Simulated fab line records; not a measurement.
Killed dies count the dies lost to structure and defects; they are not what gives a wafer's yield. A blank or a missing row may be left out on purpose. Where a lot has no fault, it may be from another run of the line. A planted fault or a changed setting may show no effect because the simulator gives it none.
A single fault, viewed from 2 desks	flow sky130	every desk sees just its own numbers, and what lay behind them comes last

## FOR THE TOOL OWNER'S DESK: pvdSputter-04
The tool's own readings at SKY_METAL4_SPUTTER_01 (material TiN, target thk 20 nm, time 16.7 s): means of the sampled wafers that have a number, for each lot that ran on this tool. If a lot's mean is further than 4 standard deviations from the usual mean, the lot is out of limits and carries the mark OUT (the distance appears in the brackets).
Columns: A = cathodeDcPowerW at SKY_METAL4_SPUTTER_01, usual 6500.2 W; B = chamberPressurePa at SKY_METAL4_SPUTTER_01, usual 0.3998 Pa; C = throttleValvePct at SKY_METAL4_SPUTTER_01, usual 29.5 %
lot	first seen here	A	B	C
L481	day 45 18:06	6499.7	0.3994	29.4
This desk's finding: nothing out of limits on the one lot.

## METROLOGY DESK
Lot by lot, what the gauges showed, no matter which tool ran the lot: averages of those sampled wafers that carry a number. If a lot's mean is further than 4 standard deviations from the usual mean, the lot is out of limits and carries the mark OUT (the distance appears in the brackets).
Columns: A = VIA3_W_RS at SKY_VIA3_RS_MEAS_22, usual 0.293 ohm/sq; B = VIA3_W_THK at SKY_VIA3_THK_MEAS_23, usual 397 nm
lot	first seen here	A	B
L459	day 39 08:06	0.295	390
L463	day 40 23:46	0.290	397
L464	day 41 08:04	0.294	393
L465	day 41 14:46	0.296	396
L475	day 44 13:38	0.299	390
L476	day 44 15:35	0.293	397
L481	day 45 17:33	0.290	400
Finding of this desk: none of the 7 lots has anything out of limits.

## ALL TOGETHER
Nothing out of limits was seen by the tool owner's desk.
At the metrology desk, nothing out of limits was observed.

## WHAT THE SIMULATOR PUT IN
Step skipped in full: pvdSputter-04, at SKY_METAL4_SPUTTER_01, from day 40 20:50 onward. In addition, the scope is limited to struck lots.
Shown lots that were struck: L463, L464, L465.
